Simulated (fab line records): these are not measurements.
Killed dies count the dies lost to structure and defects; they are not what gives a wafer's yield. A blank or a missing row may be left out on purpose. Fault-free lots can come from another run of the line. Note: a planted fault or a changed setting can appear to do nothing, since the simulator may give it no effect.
Which of the tools did it? -- flow gf180mcu -- 18 wafers from 6 lots sampled at 4 of the route's 602 steps

## WHAT THE GAUGES READ, wafer by wafer
GF_V5_THK_MEAS_25: measures by xrf.
lot,measured,on,V5_W_THK (nm)
L668,day 28 02:37,film_metro-01,357 354 358
L670,day 28 16:37,film_metro-04,359 355 359
L673,day 29 17:40,film_metro-02,353 354 349
L675,day 30 10:44,film_metro-02,360 360 355
L682,day 32 15:16,film_metro-04,364 361 364
L686,day 33 04:04,film_metro-01,346 345 347

## WHICH TOOL RAN EACH LOT (tool, then ch and the chambers of the sampled wafers, then the start)
lot,GF_M3_SPUTTER_02,GF_V3_ETCH_17,GF_M4_SPUTTER_03
L668,"pvd_sputter-04, day 21 10:07","rie_diel-02 ch 0,2,3, day 23 10:00","pvd_sputter-01, day 23 11:52"
L670,"pvd_sputter-01, day 22 01:23","rie_diel-02 ch 0,1,3, day 24 01:00","pvd_sputter-04, day 24 02:40"
L673,"pvd_sputter-04, day 23 09:48","rie_diel-04 ch 1,2, day 25 06:00","pvd_sputter-04, day 25 08:01"
L675,"pvd_sputter-01, day 24 05:30","rie_diel-02 ch 1,2,3, day 26 03:00","pvd_sputter-02, day 26 04:29"
L682,"pvd_sputter-03, day 26 20:27","rie_diel-04 ch 1,3, day 28 13:00","pvd_sputter-02, day 28 15:01"
L686,"pvd_sputter-03, day 27 11:26","rie_diel-01 ch 0,1,2, day 29 03:00","pvd_sputter-01, day 29 05:10"
- GF_M3_SPUTTER_02: material AlCu, target thk 450 nm, time 23.9 s.
- GF_V3_ETCH_17: etches SiO2 in C4F8/O2/Ar, stops on TiN, target depth 635 nm.
- GF_M4_SPUTTER_03: material Ti, target thk 10 nm, time 6.7 s.

## THE ANSWER, worked out from the rows above alone
Rule: the usual values come from the lots themselves. Put in order of their means at a reading, lots are off if they are a third of the lots or fewer, leave a main group of 4 or more, and stand apart from it by a gap of 3 or more times the standard deviation of the main group's means; of several such gaps the widest counts. If all means in a main group match to the digits the tables above print for the reading, that group is not used. Also off: a lot with no number at a reading for which 4 or more lots have one. All remaining lots with rows at the step are treated as sound.
No lot is off at any reading shown: from this, nothing can be told.

## WHAT THE SIMULATOR HAD INSERTED
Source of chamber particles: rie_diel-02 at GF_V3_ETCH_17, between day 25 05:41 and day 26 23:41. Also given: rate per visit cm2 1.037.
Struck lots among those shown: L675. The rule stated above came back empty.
